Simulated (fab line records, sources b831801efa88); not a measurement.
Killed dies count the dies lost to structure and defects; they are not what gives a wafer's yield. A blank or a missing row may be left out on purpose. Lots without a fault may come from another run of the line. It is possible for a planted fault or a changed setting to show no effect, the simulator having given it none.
Chamber matching :: flow gf180mcu :: GF_V2_CMP_26 on cmp-02 has 4 sister chambers
The step polishes, stops on SiO2, t overpolish 15 s, target thk 0 nm. 4 wafers are shown with their chamber, then 7 later ones without.

## WAFERS WITH THEIR CHAMBER
wafer: L817.3
chamber: 1
motor_current_A (A): 10.4

wafer: L819.2
chamber: 2
motor_current_A (A): 11.0

wafer: L829.2
chamber: 3
motor_current_A (A): 9.3

wafer: L829.4
chamber: 0
motor_current_A (A): 9.8

## WAFERS WITH NO CHAMBER GIVEN
wafer: L829.6
motor_current_A (A): 11.3

wafer: L830.2
motor_current_A (A): 9.0

wafer: L830.3
motor_current_A (A): 9.5

wafer: L830.5
motor_current_A (A): 11.2

wafer: L831.1
motor_current_A (A): 9.4

wafer: L831.3
motor_current_A (A): 10.5

wafer: L831.5
motor_current_A (A): 9.6

## CHAMBER TAKEN BY EACH
wafer: L829.6
from the rows above: 2
in truth: 2

wafer: L830.2
from the rows above: 3
in truth: 3

wafer: L830.3
from the rows above: can't be placed: 3 or 0
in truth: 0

wafer: L830.5
from the rows above: 2
in truth: 2

wafer: L831.1
from the rows above: can't be placed: 3 or 0
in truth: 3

wafer: L831.3
from the rows above: can't be placed: 1 or 2
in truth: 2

wafer: L831.5
from the rows above: can't be placed: 0 or 3
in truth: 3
3 of 7 placed correctly. Unplaceable from these rows: 4, with the true chamber sitting among the candidates in 4. 0 placed wrongly.
How it was worked out, from the rows above alone: a wafer's distance from a chamber is the root of the sum, over the readings, of the square of ((its reading less the chamber's mean) divided by the reading's scatter). The wafer belongs to the nearest chamber; if the next one is less than 2 further off, it can't be placed. Each chamber's mean is taken over the wafers shown for it. The scatter (one wafer shown for each chamber): square how far every hidden wafer sits from the nearest shown wafer, average those squares and take the square root.
